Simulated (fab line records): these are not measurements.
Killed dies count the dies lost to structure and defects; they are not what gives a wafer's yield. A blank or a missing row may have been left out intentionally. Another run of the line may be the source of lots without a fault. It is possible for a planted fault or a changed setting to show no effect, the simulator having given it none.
One fault through the eyes of 2 desks    flow gf180mcu    only its own numbers are on each desk; what lay behind them is given at the end

## THE TOOL OWNER'S DESK: pvd-sputter-04
The tool's own readings at GF_MIM_SPUTTER_08 (material AlCu, target thk 200 nm, time 10.6 s): means of the sampled wafers that have a number, for each lot that ran on this tool. A lot is out of limits, marked OUT, if its mean lies more than 4 standard deviations from the usual mean; the brackets give that distance.
Columns: A = cathode-dc-power-W at GF_MIM_SPUTTER_08, usual 10600 W; B = throttle-valve-pct at GF_MIM_SPUTTER_08, usual 29.2 %
lot   first seen here  A                        B
L208  day 24 19:32     10600                    29.4
L218  day 27 19:03     10602                    29.4
L221  day 28 10:57     11150 (+99 or more) OUT  28.9
L223  day 29 05:16     11150 (+99 or more) OUT  29.5
This desk's finding: out of limits on L221, L223; first on L221, day 28 10:57 (cathode-dc-power-W at GF_MIM_SPUTTER_08). L208, L218 stayed within limits.

## THE METROLOGY DESK
What the gauges read for every lot (on any tool): the sampled wafers with a number, averaged. A lot is out of limits, marked OUT, if its mean lies more than 4 standard deviations from the usual mean; the brackets give that distance.
Columns: A = MVSD_OVL at GF_MVSD_OVL_MEAS_07, usual 0.0 nm; B = HV_LDD_CVD_54_THK at GF_HV_LDD_THK_MEAS_55, usual 9.95 nm; C = SALICIDE_TIN_THK at GF_SALICIDE_THK_MEAS_05, usual 20.04 nm; D = MIM_ALCU_RS at GF_MIM_RS_MEAS_10, usual 0.1601 ohm/sq; E = MIM_ALCU_THK at GF_MIM_THK_MEAS_11, usual 201.8 nm
lot   first seen here  A     B      C      D                  E
L208  day 4 09:31      0.0   10.04  19.83  0.1609             201.2
L212  day 5 07:50      -0.7  9.85   19.67  0.1594             202.6
L213  day 5 18:37      -1.3  10.02  20.29  0.1583             203.4
L214  day 5 21:41      -1.2  9.73   20.09  0.1605             201.3
L218  day 6 19:41      0.7   10.00  20.14  0.1614             200.6
L220  day 7 07:24      -0.3  10.05  20.24  0.1608             201.6
L221  day 7 10:19      1.4   9.72   19.98  0.1513 (-7.3) OUT  211.9 (+5.9) OUT
L223  day 8 01:08      2.4   9.98   20.03  0.1522 (-6.6) OUT  211.6 (+5.7) OUT
L226  day 8 16:52      0.7   10.11  20.26  0.1594             202.7
L229  day 9 11:32      -1.7  10.00  20.26  0.1597             201.9
Per this desk, out of limits: L221, L223; the first was L221, day 28 11:00 (MIM_ALCU_RS at GF_MIM_RS_MEAS_10). L208, L212, L213, L214, L218, L220, L226, L229 stayed within limits.

## BROUGHT TOGETHER
The tool owner's desk had the chance to raise an alarm at day 28 10:57 on L221, L223.
The metrology desk could have raised an alarm at day 28 11:00, on L221, L223.
All the named lots went through GF_MIM_SPUTTER_08 on pvd-sputter-04.

## WHAT HAD BEEN PUT IN BY THE SIMULATOR
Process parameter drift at GF_MIM_SPUTTER_08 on pvd-sputter-04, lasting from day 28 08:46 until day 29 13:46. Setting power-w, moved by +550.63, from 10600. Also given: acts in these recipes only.
Lots struck among those shown: L221, L223.
Delay (hours) between the fault's onset and each desk's first out-of-limits reading: 2 at the tool owner's desk, 2 at the metrology desk.
